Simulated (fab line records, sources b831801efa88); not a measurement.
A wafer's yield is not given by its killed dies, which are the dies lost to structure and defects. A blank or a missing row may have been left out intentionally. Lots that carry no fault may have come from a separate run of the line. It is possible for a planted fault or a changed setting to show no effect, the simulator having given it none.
fab line records	flow sky130
[record] lots = 6	wafers = 18	last-day = 49
route steps=708 shown CONTACT@424 METAL1@434 PAD_OPEN@708
lots that met no fault: from a run of the same line without faults
start-h: hours from the record's first day to the start of the lot's first wafer shown	wait-h: hours since the lot's step before	" unchanged from the row above	L1.1+2: a row that stands for several wafers	- no value present, or no start provided	* or withheld: withheld	< > ~ a bound
route shown NAME@n: a module of which the file shows steps, and the number in the route of the first	usual: the fault-free wafers' mean and standard deviation	same: alike in all rows	chamber/n: place in a boat	sites: readings site by site	_std_site: the values' standard deviation	_edge_site: mean of outer sites minus mean of inner sites	radius-mm: for every site, how far away it sits from the centre of the wafer	mask NAME#n: copy n	behind: the tool/chamber that last shaped the wafer	hold: why the lot went on hold/how many hours it stayed there/how the hold came to an end	device: whichever transistor did not switch (one of n, p or np)	end of line: the route-end tests of the same wafers	a step with no rows: only its recipe	killed: dies that structure and defects cost at the first sort, which is not the same as the wafer's yield	map: shows each die of a wafer: x if killed, . if not, _ if none is there
set.NAME: setting as actually run; set.NAME@STEP: the setting as run at that earlier step	model.NAME: the simulator's own value behind a step, which no gauge read
certain route steps with their lots: each step a table, each wafer a row
services: when a tool's chamber went out of use (start-h, in hours from the record's first day, below 0 if earlier), for how many hours, and the reason
[[steps]]
[step SKY_CONTACT_ETCH_18]
[recipe] target = Si3N4	chemistry = CHF3/O2	stop-on = TiN	source-w = 600	bias-w = 200	pressure-mtorr = 40	chf3-flow-sccm = 50	O2_flow_sccm = 5	time-s = 39	target-depth-a = 750
[step SKY_CONTACT_STRIP_19]
[recipe] chemistry = O2/N2	power-w = 1400	pressure-mtorr = 1500	platen-temp-c = withheld	o2-flow-sccm = 3000	n2-flow-sccm = 300	overash-fraction = 0.5
[usual] chamber-pressure-mTorr = 1500.2/1.3	drypump-motor-current-A = 5.9/0.31	oes-product-au = 0.381/0.0049	strip-time-to-endpoint-s = 3.62/0.033
lot.wafer	tool	chamber	start-h	wait-h	chamber-pressure-mTorr	drypump-motor-current-A	oes-product-au	rf-hours-counter-h	strip-time-to-endpoint-s
L761.1	plasma-asher-02	1	794.31	-	1499.8	5.5	0.384	5	3.62
L761.2	"	0	"	"	1501.1	6.4	0.381	5	3.69
L761.6	"	1	"	"	1498.5	5.5	0.383	-	3.63
L766.1	plasma-asher-01	0	819.10	-	1501.8	5.7	0.382	39	3.62
L766.2	"	1	"	"	1501.0	5.7	0.385	39	3.65
L766.3	"	1	"	"	1501.3	5.8	0.383	-	3.63
L770.2	plasma-asher-02	1	852.78	-	1500.3	5.5	0.379	11	3.63
L770.3	"	1	"	"	1502.5	5.5	0.381	-	3.67
L770.5	"	0	"	"	1500.5	6.4	0.395	-	3.65
L771.1	plasma-asher-02	0	859.43	-	1498.5	6.4	0.387	12	3.54
L771.2	"	1	"	"	1502.0	5.5	0.382	12	3.59
L771.6	"	0	"	"	1501.0	6.4	0.387	-	3.55
L773.1	plasma-asher-02	1	865.42	-	1496.3	5.5	0.382	12	3.59
L773.2	"	0	"	"	1499.5	6.4	0.382	12	3.61
L773.5	"	0	"	"	1498.4	6.4	0.385	-	3.64
L776.1	plasma-asher-04	0	884.23	-	1500.1	6.1	0.379	108	3.65
L776.2	"	1	"	"	1500.0	6.0	0.379	108	3.61
L776.6	"	1	"	"	1500.6	6.0	0.385	-	3.68
[step SKY_CONTACT_STRIP_20]
[recipe] chemistry = post-etch-residue-remover	time-s = 1200	temp-c = 72.5
[step SKY_CONTACT_CLEAN_21]
[recipe] chemistry = IPA	time-s = 180	temp-c = 25
[step SKY_CONTACT_CLEAN_22]
[recipe] chemistry = O3/DIW	dry = n2-spin
[step SKY_CONTACT_SPUTTER_23]
[recipe] material = TiN	target-thk-nm = 20	chamber-pressure-pa = 5	power-w = 4000	time-s = 80
[usual] cathode-dc-power-W = 4000.0/0.78	throttle-valve-pct = 30.4/1.2
lot.wafer	tool	chamber	start-h	wait-h	cathode-dc-power-W	throttle-valve-pct
L761.1	pvd-sputter-02	-	795.24	0.0	3999.1	28.6
L761.2	"	-	"	"	4001.2	32.1
L761.6	"	-	"	"	3999.6	29.6
L766.1	pvd-sputter-03	-	819.73	0.0	3999.6	29.9
L766.2	"	-	"	"	4000.4	31.2
L766.3	"	-	"	"	3999.7	31.2
L770.2	pvd-sputter-04	-	853.84	0.0	3999.7	30.1
L770.3	"	-	"	"	3998.5	31.2
L770.5	"	-	"	"	4000.6	31.4
L771.1	pvd-sputter-04	-	860.02	0.0	3999.0	30.6
L771.2	"	-	"	"	4000.2	30.1
L771.6	"	-	"	"	3999.9	30.3
L773.1	pvd-sputter-04	-	866.12	0.0	4000.1	30.4
L773.2	"	-	"	"	4000.6	30.5
L773.5	"	-	"	"	4001.7	30.1
L776.1	pvd-sputter-03	-	884.87	0.0	4000.7	30.0
L776.2	"	-	"	"	4000.1	31.5
L776.6	"	-	"	"	4001.3	31.1
[step SKY_CONTACT_CVD_24]
[recipe] material = W	target-thk-nm = 340	time-s = 102.12	temp-c = 400	pressure-torr = 40
[step SKY_CONTACT_RS_MEAS_25]
[recipe] thk-meas-gauge = four-point-probe	reads = W_of_CONTACT_CVD_24+TiN_of_CONTACT_SPUTTER_23
[usual] CONTACT_W_RS = 0.340/0.0039
lot.wafer	tool	chamber	start-h	wait-h	CONTACT_W_RS[ohm/sq]
L761.1	film-metro-04	-	795.42	0.1	0.336
L761.2	"	-	"	"	0.339
L761.6	"	-	"	"	0.333
L766.1	film-metro-03	-	819.90	0.1	0.337
L766.2	"	-	"	"	0.341
L766.3	"	-	"	"	0.340
L770.2	film-metro-03	-	854.03	0.1	0.338
L770.3	"	-	"	"	0.345
L770.5	"	-	"	"	0.343
L771.1	film-metro-03	-	860.30	0.2	0.335
L771.2	"	-	"	"	0.331
L771.6	"	-	"	"	0.337
L773.1	film-metro-04	-	866.29	0.1	0.342
L773.2	"	-	"	"	0.342
L773.5	"	-	"	"	0.341
L776.1	film-metro-02	-	885.04	0.1	0.335
L776.2	"	-	"	"	0.338
L776.6	"	-	"	"	0.336
[step SKY_CONTACT_THK_MEAS_26]
[recipe] thk-meas-gauge = xrf	reads = W_of_CONTACT_CVD_24
[usual] CONTACT_W_THK = 348/4.6
lot.wafer	tool	chamber	start-h	wait-h	CONTACT_W_THK[nm]
L761.1	film-metro-04	-	795.54	0.1	350
L761.2	"	-	"	"	350
L761.6	"	-	"	"	354
L766.1	film-metro-03	-	820.02	0.1	353
L766.2	"	-	"	"	348
L766.3	"	-	"	"	347
L770.2	film-metro-03	-	854.14	0.1	354
L770.3	"	-	"	"	344
L770.5	"	-	"	"	345
L771.1	film-metro-03	-	860.42	0.1	354
L771.2	"	-	"	"	361
L771.6	"	-	"	"	353
L773.1	film-metro-04	-	866.41	0.1	343
L773.2	"	-	"	"	344
L773.5	"	-	"	"	345
L776.1	film-metro-02	-	885.16	0.1	353
L776.2	"	-	"	"	349
L776.6	"	-	"	"	354
[step SKY_CONTACT_CMP_27]
[recipe] stop-on = SiO2	t-overpolish-s = 15	down-force-psi = 3.5	platen-rpm = 60	target-thk-nm = 0	pad-velocity-m-s = 0.94248
[step SKY_METAL1_SPUTTER_00]
[recipe] material = Ti	target-thk-nm = 15	power-w = 3000	time-s = 10	chamber-pressure-pa = 0.4
[step SKY_METAL1_SPUTTER_01]
[recipe] material = TiN	target-thk-nm = 20	power-w = 6500	time-s = 16.7	chamber-pressure-pa = 0.4
[usual] cathode-dc-power-W = 6500.1/1.2	throttle-valve-pct = 30.0/1
lot.wafer	tool	chamber	start-h	wait-h	cathode-dc-power-W	throttle-valve-pct
L761.1	pvd-sputter-01	-	795.92	0.0	6500.8	30.5
L761.2	"	-	"	"	6501.2	28.9
L761.6	"	-	"	"	6499.6	29.1
L766.1	pvd-sputter-01	-	820.40	0.0	6499.2	30.4
L766.2	"	-	"	"	6500.8	29.8
L766.3	"	-	"	"	6501.4	29.1
L770.2	pvd-sputter-01	-	854.51	0.0	6500.5	29.1
L770.3	"	-	"	"	6500.1	30.5
L770.5	"	-	"	"	6500.5	29.1
L771.1	pvd-sputter-01	-	860.80	0.0	6502.4	30.4
L771.2	"	-	"	"	6501.7	28.8
L771.6	"	-	"	"	6497.6	30.1
L773.1	pvd-sputter-04	-	866.98	0.0	6499.6	30.3
L773.2	"	-	"	"	6500.2	32.2
L773.5	"	-	"	"	6501.5	30.6
L776.1	pvd-sputter-01	-	885.54	0.0	6502.4	29.8
L776.2	"	-	"	"	6498.7	30.2
L776.6	"	-	"	"	6501.4	29.0
[step SKY_METAL1_SPUTTER_02]
[recipe] material = AlCu	target-thk-nm = 250	power-w = 10600	time-s = 13.3	chamber-pressure-pa = 0.4
[usual] cathode-dc-power-W = 10600/1.9	throttle-valve-pct = 30.1/1
lot.wafer	tool	chamber	start-h	wait-h	cathode-dc-power-W	throttle-valve-pct	model.AlCu_of_METAL1_SPUTTER_02.thk-nm
L761.1	pvd-sputter-01	-	795.94	0.0	10599	30.0	253.4
L761.2	"	-	"	"	10600	29.1	252.7
L761.6	"	-	"	"	10601	29.1	253.8
L766.1	pvd-sputter-01	-	820.43	0.0	10599	30.2	249.3
L766.2	"	-	"	"	10599	29.8	248
L766.3	"	-	"	"	10599	29.0	247.4
L770.2	pvd-sputter-01	-	854.54	0.0	10600	29.0	250.6
L770.3	"	-	"	"	10597	30.3	252.1
L770.5	"	-	"	"	10602	29.0	249.8
L771.1	pvd-sputter-01	-	860.83	0.0	10598	30.0	251.8
L771.2	"	-	"	"	12143	28.9	285.1
L771.6	"	-	"	"	10598	29.9	249.3
L773.1	pvd-sputter-04	-	867.01	0.0	10596	30.4	248.9
L773.2	"	-	"	"	10600	32.3	247.3
L773.5	"	-	"	"	10602	30.7	250.5
L776.1	pvd-sputter-01	-	885.57	0.0	10597	29.7	246.5
L776.2	"	-	"	"	10599	30.2	250
L776.6	"	-	"	"	12143	29.0	284
[step SKY_METAL1_SPUTTER_03]
[recipe] material = Ti	target-thk-nm = 5	power-w = 3000	time-s = 3.3	chamber-pressure-pa = 0.4
[usual] cathode-dc-power-W = 3000.0/0.52	throttle-valve-pct = 30.0/1
lot.wafer	tool	chamber	start-h	wait-h	cathode-dc-power-W	throttle-valve-pct
L761.1	pvd-sputter-01	-	795.97	0.0	2999.0	30.2
L761.2	"	-	"	"	2999.6	28.7
L761.6	"	-	"	"	3000.3	28.7
L766.1	pvd-sputter-01	-	820.45	0.0	3000.2	30.4
L766.2	"	-	"	"	3000.0	29.6
L766.3	"	-	"	"	2999.4	28.9
L770.2	pvd-sputter-01	-	854.56	0.0	2999.4	28.9
L770.3	"	-	"	"	3000.1	30.2
L770.5	"	-	"	"	3000.4	29.1
L771.1	pvd-sputter-01	-	860.85	0.0	2999.8	29.9
L771.2	"	-	"	"	3000.8	28.9
L771.6	"	-	"	"	2999.9	29.9
L773.1	pvd-sputter-04	-	867.03	0.0	2999.0	30.3
L773.2	"	-	"	"	3000.2	32.1
L773.5	"	-	"	"	2999.1	30.5
L776.1	pvd-sputter-01	-	885.59	0.0	3000.0	30.0
L776.2	"	-	"	"	3000.1	30.2
L776.6	"	-	"	"	3000.2	28.9
[step SKY_METAL1_SPUTTER_04]
[recipe] material = TiN	target-thk-nm = 70	power-w = 6500	time-s = 58.3	chamber-pressure-pa = 0.4
[usual] cathode-dc-power-W = 6500.0/1.2	throttle-valve-pct = 30.1/1
lot.wafer	tool	chamber	start-h	wait-h	cathode-dc-power-W	throttle-valve-pct
L761.1	pvd-sputter-01	-	795.99	0.0	6499.1	30.4
L761.2	"	-	"	"	6499.7	29.0
L761.6	"	-	"	"	6500.4	29.0
L766.1	pvd-sputter-01	-	820.47	0.0	6499.0	30.4
L766.2	"	-	"	"	6498.1	29.7
L766.3	"	-	"	"	6498.7	29.0
L770.2	pvd-sputter-01	-	854.58	0.0	6501.2	29.1
L770.3	"	-	"	"	6501.1	30.3
L770.5	"	-	"	"	6498.5	29.0
L771.1	pvd-sputter-01	-	860.87	0.0	6499.7	30.1
L771.2	"	-	"	"	6497.0	29.0
L771.6	"	-	"	"	6499.6	29.9
L773.1	pvd-sputter-04	-	867.05	0.0	6500.1	30.5
L773.2	"	-	"	"	6500.1	32.3
L773.5	"	-	"	"	6500.2	30.3
L776.1	pvd-sputter-01	-	885.61	0.0	6499.4	29.8
L776.2	"	-	"	"	6500.6	30.4
L776.6	"	-	"	"	6501.0	28.9
[step SKY_METAL1_RS_MEAS_05]
[recipe] thk-meas-gauge = four-point-probe	reads = TiN_of_METAL1_SPUTTER_04+Ti_of_METAL1_SPUTTER_03+AlCu_of_METAL1_SPUTTER_02+TiN_of_METAL1_SPUTTER_01+Ti_of_METAL1_SPUTTER_00
[usual] METAL1_ALCU_RS = 0.1267/0.0013
lot.wafer	tool	chamber	start-h	wait-h	METAL1_ALCU_RS[ohm/sq]
L761.1	film-metro-03	-	796.04	0.0	0.1252
L761.2	"	-	"	"	0.1257
L761.6	"	-	"	"	0.1251
L766.1	film-metro-03	-	820.52	0.0	0.1272
L766.2	"	-	"	"	0.1280
L766.3	"	-	"	"	0.1283
L770.2	film-metro-02	-	854.66	0.1	0.1265
L770.3	"	-	"	"	0.1253
L770.5	"	-	"	"	0.1269
L771.1	film-metro-03	-	860.92	0.0	0.1258
L771.2	"	-	"	"	0.1107
L771.6	"	-	"	"	0.1272
L773.1	film-metro-02	-	867.10	0.0	0.1273
L773.2	"	-	"	"	0.1279
L773.5	"	-	"	"	0.1264
L776.1	film-metro-03	-	885.66	0.0	0.1284
L776.2	"	-	"	"	0.1267
L776.6	"	-	"	"	0.1113
[step SKY_METAL1_THK_MEAS_06]
[recipe] thk-meas-gauge = xrf	reads = AlCu_of_METAL1_SPUTTER_02
[usual] METAL1_ALCU_THK = 254/3
lot.wafer	tool	chamber	start-h	wait-h	METAL1_ALCU_THK[nm]
L761.1	film-metro-03	-	796.16	0.1	260
L761.2	"	-	"	"	257
L761.6	"	-	"	"	259
L766.1	film-metro-03	-	820.64	0.1	254
L766.2	"	-	"	"	249
L766.3	"	-	"	"	252
L770.2	film-metro-02	-	854.77	0.1	253
L770.3	"	-	"	"	255
L770.5	"	-	"	"	252
L771.1	film-metro-03	-	861.04	0.1	256
L771.2	"	-	"	"	290
L771.6	"	-	"	"	254
L773.1	film-metro-02	-	867.22	0.1	253
L773.2	"	-	"	"	253
L773.5	"	-	"	"	255
L776.1	film-metro-03	-	885.78	0.1	252
L776.2	"	-	"	"	254
L776.6	"	-	"	"	290
[step SKY_METAL1_DEHYDRATE_07]
[recipe] temp-c = 200	time-s = 60
[step SKY_PAD_OPEN_PROBE_99]
[usual] defect-limited-yield = 82.5/2	killed_at_M0_to_M3 = 43/7.6	killed_at_M4_up = 2.8/1.9	killed-at-contacts = 24/4.7	killed-at-front-end = 16/4.4	killed-at-other = 0.2/0.4	killed-dies = 86/9.9	killed-on-rim = 17/3.9	killed-open = 47/8.2	killed-short = 39/6.3	sort_bin_3_pad_short = 0.8/0.42	sort_bin_5_function = 10.4/1.5	sort_bin_6_memory = 6.2/1.2	sort-n-pass = 406/9.9	sort-yield-pct = 82.5/2
[same] gross-dies = 492	killed-at-back-side = 0	sort_bin_4_leakage[%] = 0	sort_bin_8_speed[%] = 0
lot.wafer	tool	chamber	start-h	wait-h	defect-limited-yield[%]	killed_at_M0_to_M3	killed_at_M4_up	killed-at-contacts	killed-at-front-end	killed-at-other	killed-dies	killed-on-rim	killed-open	killed-short	sort_bin_3_pad_short[%]	sort_bin_5_function[%]	sort_bin_6_memory[%]	sort-n-pass	sort-yield-pct[%]	model.etest.met1.line-ohm-um	model.etest.met1.rs-ohm-sq
L761.1	prober-02	-	1121.15	0.1	85.0	48	3	19	4	0	74	14	42	32	0.4	8.1	6.5	418	85.0	0.9336	0.1271
L761.2	prober-02	-	1121.20	0.1	84.8	35	4	28	8	0	75	18	42	33	0.4	8.9	5.9	417	84.8	0.8646	0.1275
L761.6	prober-02	-	1121.40	0.2	81.9	43	3	27	16	0	89	20	44	45	0.8	13.2	4.1	403	81.9	0.9007	0.126
L766.1	prober-02	-	1138.53	0.1	81.1	52	4	18	18	1	93	10	46	47	1.2	10.6	7.1	399	81.1	0.9338	0.129
L766.2	prober-02	-	1138.58	0.1	84.3	41	0	20	16	0	77	10	41	36	1.0	9.8	4.9	415	84.3	0.9324	0.1285
L766.3	prober-02	-	1138.63	0.2	81.9	39	3	28	19	0	89	27	46	43	0.6	11.2	6.3	403	81.9	0.9826	0.1301
L770.2	prober-02	-	1164.21	0.1	78.9	50	6	33	14	1	104	16	67	37	0.8	13.4	6.9	388	78.9	0.9486	0.1274
L770.3	prober-02	-	1164.26	0.2	82.1	33	3	25	27	0	88	18	43	45	0.6	10.2	7.1	404	82.1	0.9605	0.1276
L770.5	prober-02	-	1164.36	0.2	79.7	50	7	26	17	0	100	20	64	36	1.2	10.4	8.7	392	79.7	0.9713	0.1272
L771.1	prober-01	-	1170.57	0.1	81.9	46	1	27	15	0	89	15	48	41	0.6	11.6	5.9	403	81.9	0.876	0.127
L771.2	prober-01	-	1170.62	0.1	84.8	40	0	25	10	0	75	15	43	32	1.0	9.6	4.7	417	84.8	0.8305	0.1126
L771.6	prober-01	-	1170.82	0.2	84.3	37	0	25	15	0	77	19	50	27	1.4	9.3	4.9	415	84.3	0.9434	0.1284
L773.1	prober-01	-	1174.54	0.1	81.9	45	1	23	20	0	89	17	48	41	0.8	9.3	7.9	403	81.9	0.9302	0.1287
L773.2	prober-01	-	1174.59	0.1	84.1	37	5	19	17	0	78	14	39	39	0.6	10.0	5.3	414	84.1	0.9428	0.1297
L773.5	prober-01	-	1174.74	0.2	81.5	48	1	23	19	0	91	21	59	32	0.4	9.6	8.5	401	81.5	0.9529	0.1289
L776.1	prober-02	-	1182.99	0.1	80.7	46	3	28	18	0	95	18	46	49	1.8	10.0	7.5	397	80.7	0.9242	0.1302
L776.2	prober-02	-	1183.04	0.1	81.1	50	2	25	16	0	93	14	58	35	0.6	10.4	7.9	399	81.1	0.9232	0.1264
L776.6	prober-02	-	1183.24	0.2	82.7	51	0	23	11	0	85	24	44	41	1.0	11.0	5.3	407	82.7	0.8023	0.1125
// killed by level:class
L761.1 CONTACT:geometric-particle:open=10 VIA1:geometric-particle:open=9 VIA2:geometric-particle:open=7 METAL2:geometric-particle:short=6 METAL1:geometric-particle:short=6 VIA1:geometric-particle:short=5 LI_CONTACT:geometric-particle:open=4 METAL2:geometric-particle:open=4
L761.2 LI_CONTACT:geometric-particle:open=10 CONTACT:geometric-particle:short=6 VIA2:geometric-particle:open=6 CONTACT:geometric-particle:open=5 VIA1:geometric-particle:open=5 METAL1:geometric-particle:short=4 METAL2:geometric-particle:short=4 VIA3:geometric-particle:open=4
L761.6 CONTACT:geometric-particle:open=9 METAL1:geometric-particle:short=8 VIA1:geometric-particle:open=8 VIA2:geometric-particle:open=8 LI_CONTACT:geometric-particle:open=6 CONTACT:geometric-particle:short=6 FIELD_ISO:geometric-particle:short=5 VIA1:geometric-particle:short=5
L766.1 FIELD_ISO:geometric-particle:short=9 VIA2:geometric-particle:open=9 CONTACT:geometric-particle:open=9 METAL3:geometric-particle:short=9 VIA1:geometric-particle:open=8 METAL1:geometric-particle:short=6 VIA3:geometric-particle:open=6 LI_CONTACT:geometric-particle:open=5
L766.2 CONTACT:geometric-particle:open=9 METAL1:geometric-particle:short=9 VIA2:geometric-particle:open=8 METAL2:geometric-particle:short=7 LI_CONTACT:geometric-particle:open=6 FIELD_ISO:geometric-particle:open=5 VIA3:geometric-particle:open=5 FIELD_ISO:geometric-particle:short=3
L766.3 CONTACT:geometric-particle:open=9 POLY_GATE:geometric-particle:open=8 CONTACT:geometric-particle:short=7 VIA2:geometric-particle:open=7 METAL2:geometric-particle:short=7 LOCAL_INTERCONNECT:geometric-particle:short=6 VIA1:geometric-particle:open=5 METAL3:geometric-particle:short=5
L770.2 VIA1:geometric-particle:open=16 CONTACT:geometric-particle:open=14 LI_CONTACT:geometric-particle:open=11 VIA3:geometric-particle:open=7 METAL1:geometric-particle:short=6 VIA2:geometric-particle:open=5 POLY_GATE:geometric-particle:open=4 METAL4:geometric-particle:short=4
L770.3 CONTACT:geometric-particle:open=13 FIELD_ISO:geometric-particle:short=10 METAL1:geometric-particle:short=8 LI_CONTACT:geometric-particle:open=6 METAL2:geometric-particle:short=6 VIA1:geometric-particle:open=6 FIELD_ISO:geometric-particle:open=5 POLY_GATE:geometric-particle:short=5
L770.5 VIA1:geometric-particle:open=20 CONTACT:geometric-particle:open=13 VIA2:geometric-particle:open=9 METAL4:geometric-particle:short=6 FIELD_ISO:geometric-particle:open=5 METAL1:geometric-particle:short=4 SPACER:geometric-particle:short=4 VIA3:geometric-particle:open=4
L771.1 VIA1:geometric-particle:open=10 CONTACT:geometric-particle:open=8 LI_CONTACT:geometric-particle:open=8 VIA3:geometric-particle:open=7 VIA1:geometric-particle:short=6 METAL1:geometric-particle:short=6 VIA2:geometric-particle:open=6 POLY_GATE:geometric-particle:short=5
L771.2 VIA1:geometric-particle:open=12 CONTACT:geometric-particle:open=8 LI_CONTACT:geometric-particle:open=7 METAL2:geometric-particle:short=7 METAL1:geometric-particle:short=6 FIELD_ISO:geometric-particle:short=4 LOCAL_INTERCONNECT:geometric-particle:short=4 VIA3:geometric-particle:open=4
L771.6 VIA1:geometric-particle:open=11 CONTACT:geometric-particle:open=10 LI_CONTACT:geometric-particle:open=8 VIA2:geometric-particle:open=7 POLY_GATE:geometric-particle:open=6 POLY_GATE:geometric-particle:short=6 VIA3:geometric-particle:open=5 CONTACT:geometric-particle:short=4
L773.1 CONTACT:geometric-particle:open=12 VIA3:geometric-particle:open=9 VIA2:geometric-particle:open=7 POLY_GATE:geometric-particle:short=6 VIA1:geometric-particle:open=6 METAL2:geometric-particle:short=6 METAL1:geometric-particle:short=5 VIA1:geometric-particle:short=5
L773.2 VIA1:geometric-particle:open=8 VIA3:geometric-particle:open=8 CONTACT:geometric-particle:open=7 CONTACT:geometric-particle:short=6 POLY_GATE:geometric-particle:open=5 FIELD_ISO:geometric-particle:open=4 FIELD_ISO:geometric-particle:short=4 POLY_GATE:geometric-particle:short=4
L773.5 CONTACT:geometric-particle:open=11 VIA1:geometric-particle:open=11 VIA3:geometric-particle:open=11 LI_CONTACT:geometric-particle:open=8 VIA1:geometric-particle:short=6 METAL2:geometric-particle:short=5 VIA3:geometric-particle:short=5 FIELD_ISO:geometric-particle:open=4
L776.1 VIA1:geometric-particle:open=11 CONTACT:geometric-particle:open=10 VIA1:geometric-particle:short=10 LOCAL_INTERCONNECT:geometric-particle:short=8 FIELD_ISO:geometric-particle:open=6 METAL1:geometric-particle:short=5 METAL2:geometric-particle:short=5 POLY_GATE:geometric-particle:short=4
L776.2 VIA1:geometric-particle:open=18 LI_CONTACT:geometric-particle:open=10 CONTACT:geometric-particle:open=7 VIA1:geometric-particle:short=6 METAL1:geometric-particle:short=5 POLY_GATE:geometric-particle:open=5 LOCAL_INTERCONNECT:geometric-particle:short=5 VIA2:geometric-particle:open=5
L776.6 VIA1:geometric-particle:open=11 CONTACT:geometric-particle:open=9 METAL1:geometric-particle:short=9 METAL2:geometric-particle:short=6 VIA2:geometric-particle:short=5 LI_CONTACT:geometric-particle:open=5 VIA1:geometric-particle:short=5 VIA2:geometric-particle:open=5
[[services]]
tool	chamber	start-h	hours	kind
plasma-asher-02	-	813.79	2.2	repair
pvd-sputter-01	-	825.58	0.7	repair
plasma-asher-01	-	828.67	14.6	pm
pvd-sputter-03	3	832.59	-	consumable-replace:kit
pvd-sputter-03	3	832.59	18.0	scheduled-down
pvd-sputter-03	3	832.59	18.0	vent-cycle
pvd-sputter-01	-	836.26	3.3	repair
pvd-sputter-01	0	840.31	-	consumable-replace:kit
pvd-sputter-01	0	840.31	18.0	scheduled-down
pvd-sputter-01	0	840.31	18.0	vent-cycle
pvd-sputter-01	-	844.10	0.7	repair
plasma-asher-01	-	846.07	42.5	pm
pvd-sputter-04	3	864.69	-	consumable-replace:kit
pvd-sputter-04	3	864.69	18.0	scheduled-down
pvd-sputter-04	3	864.69	18.0	vent-cycle
[[key]]
[first-sign] step = SKY_METAL1_SPUTTER_02	reading = cathode-dc-power-W	direction = up	sigmas = 99+	usual = 10600	struck = 12143
[effect] step = SKY_METAL1_RS_MEAS_05	reading = METAL1_ALCU_RS	direction = down	sigmas = 12	usual = 0.1267	struck = 0.1110
[effect] step = SKY_METAL1_THK_MEAS_06	reading = METAL1_ALCU_THK	direction = up	sigmas = 12	usual = 254	struck = 290
[model-effect] step = SKY_METAL1_SPUTTER_02	value = AlCu_of_METAL1_SPUTTER_02.thk-nm	without = 248.2	struck = 284.5
[model-effect] step = SKY_PAD_OPEN_PROBE_99	value = etest.met1.line-ohm-um	without = 0.9403	struck = 0.8164
met-at SKY_METAL1_SPUTTER_02
struck-wafers L771.2,L776.6
onset-between 854.54 860.83
[fault] kind = process-parameter-drift	tool = pvd-sputter-01	chamber = -	onset-h = 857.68	steps = SKY_METAL1_SPUTTER_02	channel = power-w	offset = *	shape = step	end-h = 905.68	acts-in = *	stated = *	scope = struck-wafers-only
